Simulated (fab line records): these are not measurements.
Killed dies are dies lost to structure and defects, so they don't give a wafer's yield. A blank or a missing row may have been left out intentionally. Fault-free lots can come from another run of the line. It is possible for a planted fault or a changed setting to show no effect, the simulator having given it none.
Split-lot study | flow sfq-line | 23 wafers read across 5 lots, on a route 325 steps long

== THE SPLIT ==
At SFQ_TRILAYER_JJ_CE_ETCH_RIE_118 (chemistry SF6, target Nb, stops on Al2O3, time 97.7 s, target depth 170 nm), the setting icp-w was moved away from the recipe's 600 W on 6 of the 23 wafers read, by -11.6% to +7.1%. For the rest of the wafers, this setting stayed at what the recipe calls for.

The reading is taken at the split's own step.

== THE READING ==
KrF_of_TRILAYER_JJ_CE_LITHO_COAT_114.thk-nm (the simulator's own value, which no gauge read), in nm, at SFQ_TRILAYER_JJ_CE_ETCH_RIE_118 (chemistry SF6, target Nb, stops on Al2O3, time 97.7 s, target depth 170 nm). No usual value for it is given in the file. Average 487.2 nm, standard deviation 1.9 nm, over the 17 wafers here run with the recipe.

wafer  | tool, chamber at the split | icp-w as run, W | against the recipe | KrF_of_TRILAYER_JJ_CE_LITHO_COAT_114.thk-nm, nm | against lot-mates on the recipe
L075.1 | rie-metal-03, 1            | 600             | recipe             | 486.8                                           | -
L075.5 | rie-metal-03, 1            | 600             | recipe             | 486.1                                           | -
L075.6 | rie-metal-03, 0            | 600             | recipe             | 488.5                                           | -
L080.1 | rie-metal-03, 1            | 560.9           | -6.5%              | 493.5                                           | +4.2
L080.2 | rie-metal-03, 0            | 600             | recipe             | 491                                             | -
L080.3 | rie-metal-03, 0            | 600             | recipe             | 490.4                                           | -
L080.4 | rie-metal-03, 1            | 600             | recipe             | 486.4                                           | -
L080.5 | rie-metal-03, 1            | 560.9           | -6.5%              | 492.1                                           | +2.8
L081.2 | rie-metal-04, 0            | 600             | recipe             | 485.9                                           | -
L081.3 | rie-metal-04, 1            | 600             | recipe             | 484.9                                           | -
L081.4 | rie-metal-04, 0            | 642.6           | +7.1%              | 477.4                                           | -7.9
L081.5 | rie-metal-04, 1            | 642.6           | +7.1%              | 478                                             | -7.3
L081.6 | rie-metal-04, 0            | 600             | recipe             | 485.1                                           | -
L083.2 | rie-metal-04, 1            | 530.2           | -11.6%             | 496.1                                           | +10.8
L083.3 | rie-metal-04, 1            | 530.2           | -11.6%             | 496.3                                           | +11.0
L083.4 | rie-metal-04, 0            | 600             | recipe             | 484.1                                           | -
L083.5 | rie-metal-04, 0            | 600             | recipe             | 486.4                                           | -
L083.6 | rie-metal-04, 1            | 600             | recipe             | 485.4                                           | -
L085.1 | rie-metal-03, 0            | 600             | recipe             | 489.6                                           | -
L085.2 | rie-metal-03, 0            | 600             | recipe             | 486.8                                           | -
L085.4 | rie-metal-03, 0            | 600             | recipe             | 489.2                                           | -
L085.5 | rie-metal-03, 0            | 600             | recipe             | 488.2                                           | -
L085.6 | rie-metal-03, 0            | 600             | recipe             | 487.1                                           | -

FIT RESULTS
A straight line over all 23 wafers: KrF_of_TRILAYER_JJ_CE_LITHO_COAT_114.thk-nm changes by -0.937 nm for each +1% of icp-w; r = -0.91; the points scatter about the line by 2 nm.
The same after taking each lot's own level away (the mean of its wafers on the recipe; 23 wafers): -0.906 nm for each +1%; r = -0.95; scatter 1.4 nm.
That fit puts the effect of the largest move of icp-w on the reading at 11 nm.
From 485.30 to 489.27 nm: that is the span of the lots' own levels, equal to 2.0 times the standard deviation above.
Hence the lot-to-lot level has little effect on the slope; both slopes agree.
Check: with one of the wafers moved furthest among these (-11.6%) left out of the fit, the line predicts +10 nm for it against its lot-mates. Against them it came out at +10.8 nm.

== OTHER SPLITS ON THESE WAFERS ==
These wafers also went through other splits before the reading. Each is held against what the fit with the lots' levels taken away leaves over:
other split on the same wafers                      | wafers away from the commonest value | r with KrF_of_TRILAYER_JJ_CE_LITHO_COAT_114.thk-nm (lot level and that fit taken away)
SFQ_TRILAYER_I4_CMP_CMP_100 leave-above-ref-nm      | 5                                    | -0.17
SFQ_TRILAYER_I4_VIA_LITHO_COAT_103 spin-rpm         | 9                                    | -0.05
SFQ_TRILAYER_I4_VIA_BARC_OPEN_VIA_ETCH_146 source-w | 7                                    | -0.16
SFQ_TRILAYER_JJ_TRILAYER_DEP_SPUTTER_112 time-s     | 7                                    | -0.26
SFQ_TRILAYER_JJ_CE_LITHO_COAT_119 resist-thk-nm     | 8                                    | +0.10

== THE FILE'S OWN FIT ==
KrF_of_TRILAYER_JJ_CE_LITHO_COAT_114.thk-nm changes by -0.895 nm for each +1% of icp-w, r = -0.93.
